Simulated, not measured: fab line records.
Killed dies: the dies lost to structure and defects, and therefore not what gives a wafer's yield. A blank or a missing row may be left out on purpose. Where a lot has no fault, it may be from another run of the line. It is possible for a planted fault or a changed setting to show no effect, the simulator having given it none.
8D (eight disciplines) problem report, filled in by code    flow sky130    the parts of the form that need people (team, actions taken, sign-off) are left out

== 1. WHAT WENT WRONG ==
heater-power-total-W at SKY_VIA4_SOFTBAKE_07 reads a mean of 58.56 W on 6 wafers of 2 lots; wafers without a fault read 56.60 W with a standard deviation of 0.047. Measured from the usual mean, that is +42 standard deviations.
The step: time 60 s.
Earliest sighting: wafer L589.1 on litho-track-02 at day 46 06:50. The record holds 18 wafers of 6 lots with a number at this step. The rule behind "out" and "out of limits": a value lying over 4 standard deviations away from the usual mean. The rest of the wafers with a number are treated as sound.

== 2. WHAT IT IS; WHAT IT IS NOT ==
question                     is                                  is not
which readings at this step  heater-power-total-W, plate-temp-C  chill-plate-temp-C, exhaust-pa
which lots                   L589, L595                          L579, L581, L596, L600
which wafers of those lots   all that have a number              -
read on which tools          litho-track-02                      litho-track-01, litho-track-03
when                         from day 46 06:50                   up to then (6 sound wafers); but 6 sound wafers of L596, L600 came after

== 3. WHAT RULES OUT EACH SUSPECT ==
Counting: a tool at any process step up to the reading remains a suspect when it ran all the lots that are out and ran no sound lot after the first of those.
- litho-track-02 at SKY_VIA4_SOFTBAKE_07 (time 60 s): kept. All lots that are out passed through it, beginning with L589 at day 46 06:50, and no sound lot followed; its final sound lot before that point was L581 at day 43 13:55. Out on those wafers are its own readings of heater-power-total-W, plate-temp-C.
The count leaves litho-track-02 at SKY_VIA4_SOFTBAKE_07.

== 4. THE CAUSE (what the simulator had put in) ==
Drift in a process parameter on litho-track-02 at SKY_VIA4_SOFTBAKE_07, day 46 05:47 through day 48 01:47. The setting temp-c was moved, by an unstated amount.
Only this tool survived the counting.

== 5. THE EFFECT CHAIN, in route order ==
Rows list readings where the struck wafers' mean (over those with a number) sits beyond 3 standard deviations from the usual. Scope: only readings with a usual standard deviation given in the record; hours: median across lots of the time from each lot's start at the first step in this table that gives one to its start at this step; sigmas: change in usual standard deviations.
hours  step                  reading               usual    on struck wafers  change  sigmas
0      SKY_VIA4_SOFTBAKE_07  heater-power-total-W  56.60 W  58.56             +1.96   +42
0      SKY_VIA4_SOFTBAKE_07  plate-temp-C          90.00 C  92.28             +2.28   +19
Process steps it contains:
- SKY_VIA4_SOFTBAKE_07: time 60 s.
Later steps that measure or inspect, where all struck wafers having a row at the step show a number for every such reading and not one has moved that far: SKY_VIA4_OVL_MEAS_11.

== 6. WHAT WOULD HAVE CAUGHT IT SOONER ==
In this record the first reading out of limits was taken at day 46 06:50, 1 hour after the fault began at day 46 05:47.
